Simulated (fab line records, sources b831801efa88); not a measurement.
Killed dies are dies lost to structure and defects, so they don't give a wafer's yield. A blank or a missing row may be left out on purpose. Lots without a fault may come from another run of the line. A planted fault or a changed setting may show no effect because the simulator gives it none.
One fault seen from 2 desks | flow sky130 | each desk has only its own numbers; what lay behind them comes last

THE METROLOGY DESK
What the gauges read, lot by lot, whatever tool the lot ran on: means of the sampled wafers that have a number. A lot is out of limits, marked OUT, if its mean lies more than 4 standard deviations from the usual mean; the brackets give that distance.
Columns: A = VT_ADJUST_LVTN_2_TW at SKY_VT_ADJUST_LVTN_TW_MEAS_21, usual 188.2; B = cd_nm at SKY_POLY_GATE_CD_MEAS_22, usual 150.3 nm
lot  | first seen here | A               | B
L155 | day 8 13:59     | 189.4           | 149.5
L158 | day 9 03:45     | 190.4           | 152.5
L159 | day 9 06:11     | 188.2           | 149.5
L161 | day 9 19:46     | 188.3           | 151.0
L162 | day 9 20:03     | 190.0           | 148.9
L164 | day 10 14:01    | 188.4           | 151.6
L167 | day 11 02:37    | 173.6 (-10) OUT | 152.7
L168 | day 11 08:25    | 171.0 (-12) OUT | 151.6
L173 | day 12 18:25    | 188.1           | 148.1
L174 | day 13 03:53    | 186.5           | 148.8
L175 | day 13 12:05    | 189.8           | 152.7
L178 | day 14 08:39    | 188.6           | 152.7
This desk's finding: out of limits on L167, L168; first on L167, day 11 02:37 (VT_ADJUST_LVTN_2_TW at SKY_VT_ADJUST_LVTN_TW_MEAS_21). In limits: L155, L158, L159, L161, L162, L164, L173, L174, L175, L178.

THE TOOL OWNER'S DESK: implanter-04
The tool's own readings at SKY_VT_ADJUST_LVTN_IMPLANT_19: means of the sampled wafers that have a number, for each lot that ran on this tool. A lot is out of limits, marked OUT, if its mean lies more than 4 standard deviations from the usual mean; the brackets give that distance.
Columns: A = beam_energy_keV at SKY_VT_ADJUST_LVTN_IMPLANT_19, usual 30.001; B = dose_ions_cm2 at SKY_VT_ADJUST_LVTN_IMPLANT_19, usual 6.501e+11; C = faraday_current_uA at SKY_VT_ADJUST_LVTN_IMPLANT_19, usual 3.67
lot  | first seen here | A      | B                           | C
L155 | day 8 13:46     | 29.999 | 6.499e+11                   | 3.64
L158 | day 9 03:30     | 29.997 | 6.499e+11                   | 3.69
L159 | day 9 05:57     | 30.006 | 6.508e+11                   | 3.75
L162 | day 9 19:48     | 30.001 | 6.501e+11                   | 3.68
L167 | day 11 02:22    | 29.997 | 4.788e+11 (-99 or more) OUT | 2.68 (-15) OUT
L168 | day 11 08:11    | 30.004 | 4.783e+11 (-99 or more) OUT | 2.66 (-15) OUT
This desk's finding: out of limits on L167, L168; first on L167, day 11 02:22 (dose_ions_cm2 at SKY_VT_ADJUST_LVTN_IMPLANT_19). In limits: L155, L158, L159, L162.

PUT TOGETHER
The tool owner's desk could have raised an alarm at day 11 02:22, on L167, L168.
The metrology desk could have raised an alarm at day 11 02:37, on L167, L168.
Of the lots named, all ran SKY_VT_ADJUST_LVTN_IMPLANT_19 on implanter-04.

WHAT THE SIMULATOR HAD PUT IN
Process parameter drift: implanter-04, from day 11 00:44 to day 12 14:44, at SKY_VT_ADJUST_LVTN_IMPLANT_19. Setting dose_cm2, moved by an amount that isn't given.
Lots struck among those shown: L167, L168.
Hours from the fault's start to each desk's first reading out of limits: the tool owner's desk, 2; the metrology desk, 2.
